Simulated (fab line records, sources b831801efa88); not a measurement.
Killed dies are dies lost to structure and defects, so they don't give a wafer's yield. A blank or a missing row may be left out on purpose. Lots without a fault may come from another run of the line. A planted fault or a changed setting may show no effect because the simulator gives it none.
Which tool did it? | flow gf180mcu | 6 lots, 18 wafers sampled, at 3 steps of a route of 602

WHAT THE GAUGES READ, wafer by wafer
GF_CONTACT_OVL_MEAS_15.
lot  | measured     | on         | CONTACT_OVL (nm)
L430 | day 17 18:05 | overlay-02 | 3 7 2
L432 | day 18 02:18 | overlay-01 | 3 -1 3
L434 | day 19 02:11 | overlay-02 | 10 13 8
L439 | day 20 10:32 | overlay-01 | 6 14 5
L443 | day 21 15:59 | overlay-02 | 5 -5 10
L448 | day 23 08:30 | overlay-01 | 13 8 3

WHICH TOOL RAN EACH LOT (tool, then ch and the chambers of the sampled wafers, then the start)
lot  | GF_DUAL_GATE_COAT_06              | GF_DUAL_GATE_STRIP_13
L430 | litho_track-04 ch 0, day 9 00:52  | plasma_asher-03 ch 0,1, day 9 09:11
L432 | litho_track-03 ch 0, day 9 05:48  | plasma_asher-02 ch 0,1, day 9 14:29
L434 | litho_track-01 ch 0, day 10 01:40 | plasma_asher-04 ch 0,1, day 10 10:20
L439 | litho_track-04 ch 0, day 11 08:34 | plasma_asher-03 ch 0,1, day 11 17:17
L443 | litho_track-01 ch 0, day 12 09:07 | plasma_asher-03 ch 1, day 12 19:26
L448 | litho_track-04 ch 0, day 13 19:01 | plasma_asher-04 ch 0,1, day 14 05:10
- GF_DUAL_GATE_COAT_06: resist thk 1000 nm.
- GF_DUAL_GATE_STRIP_13: strips in O2/N2.

THE ANSWER, worked out from the rows above alone
Rule: what is usual is taken from the lots themselves. Put in order of their means at a reading, lots are off if they are a third of the lots or fewer, leave a main group of 4 or more, and stand apart from it by a gap of 3 or more times the standard deviation of the main group's means; of several such gaps the widest counts. A main group whose means are all the same, to the digits that the tables above print for the reading, isn't used. A lot without any number at a reading at which 4 lots or more have one is off too. The other lots that the step has rows for count as sound.
No lot is off at any reading shown: from this, nothing can be told.

WHAT THE SIMULATOR HAD PUT IN
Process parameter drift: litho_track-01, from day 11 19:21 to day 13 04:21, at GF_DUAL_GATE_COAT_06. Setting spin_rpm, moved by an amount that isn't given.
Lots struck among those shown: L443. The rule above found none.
